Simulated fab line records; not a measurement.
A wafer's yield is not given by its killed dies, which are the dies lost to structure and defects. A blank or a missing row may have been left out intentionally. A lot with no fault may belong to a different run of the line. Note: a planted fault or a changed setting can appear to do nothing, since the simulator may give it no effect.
Matching of chambers :: flow gf180mcu :: rieSi-01 running GF_STI_ETCH_14: 4 sister chambers
The step etches Si in HBr/Cl2/O2, target depth 360 nm, time 102.9 s. 16 wafers are shown with their chamber, then 8 later ones without.

WAFERS PAIRED WITH THEIR CHAMBERS
wafer: L177.3
chamber: 2
drypumpMotorCurrentA (A): 5.5
oesProductAu (a.u.): 1.004
biasW (W): 149.4

wafer: L177.4
chamber: 0
drypumpMotorCurrentA (A): 6.5
oesProductAu (a.u.): 1.002
biasW (W): 150.1

wafer: L177.5
chamber: 3
drypumpMotorCurrentA (A): 5.6
oesProductAu (a.u.): 1.004
biasW (W): 149.6

wafer: L184.2
chamber: 3
drypumpMotorCurrentA (A): 5.6
oesProductAu (a.u.): 1.003
biasW (W): 149.8

wafer: L184.3
chamber: 0
drypumpMotorCurrentA (A): 6.4
oesProductAu (a.u.): 0.993
biasW (W): 150.6

wafer: L184.5
chamber: 2
drypumpMotorCurrentA (A): 5.5
oesProductAu (a.u.): 0.990
biasW (W): 150.5

wafer: L186.2
chamber: 0
drypumpMotorCurrentA (A): 6.5
oesProductAu (a.u.): 1.003
biasW (W): 150.4

wafer: L186.3
chamber: 2
drypumpMotorCurrentA (A): 5.5
oesProductAu (a.u.): 0.993
biasW (W): 149.7

wafer: L186.6
chamber: 0
drypumpMotorCurrentA (A): 6.6
oesProductAu (a.u.): 1.009
biasW (W): 150.4

wafer: L187.1
chamber: 3
drypumpMotorCurrentA (A): 5.6
oesProductAu (a.u.): 1.008
biasW (W): 149.2

wafer: L187.3
chamber: 2
drypumpMotorCurrentA (A): 5.6
oesProductAu (a.u.): 0.999
biasW (W): 149.1

wafer: L187.4
chamber: 1
drypumpMotorCurrentA (A): 4.6
oesProductAu (a.u.): 0.985
biasW (W): 150.2

wafer: L188.1
chamber: 2
drypumpMotorCurrentA (A): 5.5
oesProductAu (a.u.): 0.994
biasW (W): 150.5

wafer: L188.2
chamber: 0
drypumpMotorCurrentA (A): 6.6
oesProductAu (a.u.): 1.002
biasW (W): 150.0

wafer: L188.5
chamber: 2
drypumpMotorCurrentA (A): 5.5
oesProductAu (a.u.): 0.996
biasW (W): 149.9

wafer: L196.2
chamber: 1
drypumpMotorCurrentA (A): 4.6
oesProductAu (a.u.): 0.989
biasW (W): 150.6

SIGNATURES (means of the wafers above)
reading: drypumpMotorCurrentA
chamber 0: 6.520
chamber 1: 4.600
chamber 2: 5.517
chamber 3: 5.600
scatter within a chamber: 0.055

reading: oesProductAu
chamber 0: 1.00180
chamber 1: 0.98700
chamber 2: 0.99600
chamber 3: 1.00500
scatter within a chamber: 0.00479

reading: biasW
chamber 0: 150.300
chamber 1: 150.400
chamber 2: 149.850
chamber 3: 149.533
scatter within a chamber: 0.422
Rule: a wafer lies at a distance from a chamber equal to the root of the sum of squares, over the readings, of (its reading less the chamber's mean, divided by the reading's scatter). If the next closest chamber is less than 2 further off than the closest, the wafer can't be placed; otherwise it belongs to the closest. How the scatter is found: for the shown wafers, subtract from each reading the mean of its chamber, square and add these, divide the total by (wafers less chambers), then take the root.

WAFERS WITHOUT THEIR CHAMBER
wafer: L196.3
drypumpMotorCurrentA (A): 6.5
oesProductAu (a.u.): 0.993
biasW (W): 149.1

wafer: L196.4
drypumpMotorCurrentA (A): 5.5
oesProductAu (a.u.): 0.996
biasW (W): 150.6

wafer: L198.2
drypumpMotorCurrentA (A): 6.5
oesProductAu (a.u.): 1.006
biasW (W): 149.8

wafer: L198.4
drypumpMotorCurrentA (A): 5.5
oesProductAu (a.u.): 0.996
biasW (W): 150.9

wafer: L198.5
drypumpMotorCurrentA (A): 5.5
oesProductAu (a.u.): 0.986
biasW (W): 150.2

wafer: L200.2
drypumpMotorCurrentA (A): 4.6
oesProductAu (a.u.): 0.978
biasW (W): 149.8

wafer: L200.3
drypumpMotorCurrentA (A): 5.6
oesProductAu (a.u.): 0.991
biasW (W): 150.0

wafer: L200.4
drypumpMotorCurrentA (A): 5.5
oesProductAu (a.u.): 0.983
biasW (W): 150.2

WHICH CHAMBER EACH ONE RAN IN
wafer: L196.3
from the rows above: 0
in truth: 0

wafer: L196.4
from the rows above: can't be placed: 2 or 3
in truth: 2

wafer: L198.2
from the rows above: 0
in truth: 0

wafer: L198.4
from the rows above: can't be placed: 2 or 3
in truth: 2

wafer: L198.5
from the rows above: 2
in truth: 2

wafer: L200.2
from the rows above: 1
in truth: 1

wafer: L200.3
from the rows above: can't be placed: 2 or 3
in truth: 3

wafer: L200.4
from the rows above: 2
in truth: 2
Correct placement for 5 of the 8. Not placeable from these rows: 3 (in 3, the candidates include the true chamber). 0 placed wrongly.
